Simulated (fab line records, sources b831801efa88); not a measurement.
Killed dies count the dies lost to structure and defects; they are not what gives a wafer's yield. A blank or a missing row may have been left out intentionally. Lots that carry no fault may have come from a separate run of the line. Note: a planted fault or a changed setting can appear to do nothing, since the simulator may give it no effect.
A struck lot beside a sound one || flow sky130 || 14 out of 708 route steps
Sound: the wafers L773.2, L773.4, L773.6. Struck: wafers L776.2, L776.4, L776.6. The cause comes at the end.
Each step with rows lists, per side, the tool, then ch with its chambers, then its first start. Under that, the readings that differ: sound wafers || struck wafers || difference of the means || sigmas: that difference in standard deviations of wafers without a fault.
alike: readings with means less than 2 such deviations apart, plus words and numbers identical on both sides. not compared: withheld readings, readings lacking a value on some wafer, bounds such as >300 that could conceal the same value, and numbers that have no deviation in the record and whose values overlap.
The two part at a step that has a row with sigmas, a row that says differs or no value, or rows on one side only. Numbers that don't overlap but have no deviation are shown without sigmas and don't part them. A reading that every wafer of one side lacks parts them only if that side has two wafers or more.

first, 4 steps without rows for these wafers: SKY_VIA2_SOFTBAKE_08 (time 90 s); SKY_VIA2_EXPOSE_09 (exposes mask VIM2, target cd 200 nm); SKY_VIA2_PEB_10; SKY_VIA2_DEVELOP_11 (develop time 57.96 s).
SKY_VIA2_CD_MEAS_12 targets a cd of 200 nm.
  struck on cd_sem-01, day 38 03:01; sound on cd_sem-02, day 37 09:26
  alike: cd_nm
SKY_VIA2_OVL_MEAS_13:
  struck on overlay-01, day 38 03:07; sound on overlay-02, day 37 09:32
  alike: VIA2_OVL
SKY_VIA2_ETCH_14: etches BARC in N2/H2, stops on SiO2, time 45.9 s, target depth 60 nm.
  sound on rie_diel-02 ch 0,2, day 37 09:34; struck on rie_diel-03 ch 0,1, day 38 03:08
  alike: drypump_motor_current_A, oes_product_au, throttle_valve_pct
  not compared: rf_hours_counter_h
SKY_VIA2_ETCH_15: etches SiO2 in C4F8/O2/Ar, stops on TiN, target depth 546 nm, time 84 s.
  sound on rie_diel-02 ch 0,2, day 37 09:37; struck on rie_diel-03 ch 0,1, day 38 03:11
  alike: oes_product_au
  not compared: rf_hours_counter_h
SKY_VIA2_STRIP_16: strips in O2/N2.
  sound on plasma_asher-03 ch 0,1, day 37 09:40; struck on plasma_asher-01 ch 0,1, day 38 03:15
  alike: drypump_motor_current_A, oes_product_au, strip_time_to_endpoint_s
  not compared: rf_hours_counter_h
then, 3 steps without rows for these wafers: SKY_VIA2_STRIP_17 (strips in post etch residue remover, time 1200 s); SKY_VIA2_CLEAN_18 (cleans in IPA, time 180 s); SKY_VIA2_CLEAN_19 (cleans in O3/DIW).
SKY_VIA2_SPUTTER_20: material TiN, target thk 20 nm, time 80 s.
  struck on pvd_sputter-02, day 38 03:50; sound on pvd_sputter-03, day 37 10:18
  no value came back on the struck wafers for cathode_dc_power_W (W), chamber_pressure_pa (Pa), throttle_valve_pct (%); on the sound wafers cathode_dc_power_W (W) reads 3999.3 4000.2 4000.2
SKY_VIA2_CVD_21: deposits W, target thk 420 nm, time 126.4 s.
  sound on cvd_w-01 ch 0,1, day 37 10:22; struck on cvd_w-02 ch 0,1, day 38 03:54
{"reading": "heater_power_outer_w (W)", "sound": "533 527 542", "struck": "475 502 493", "difference": -44, "sigmas": -2}
  alike: heater_power_w, susceptor_temp_C

WHERE THEY PART
First at SKY_VIA2_SPUTTER_20; last, within this record, at SKY_VIA2_CVD_21.

WHY: what the simulator had put in
At SKY_VIA2_SPUTTER_20, the step was skipped entirely on pvd_sputter-02 from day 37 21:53 on. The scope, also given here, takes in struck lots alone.
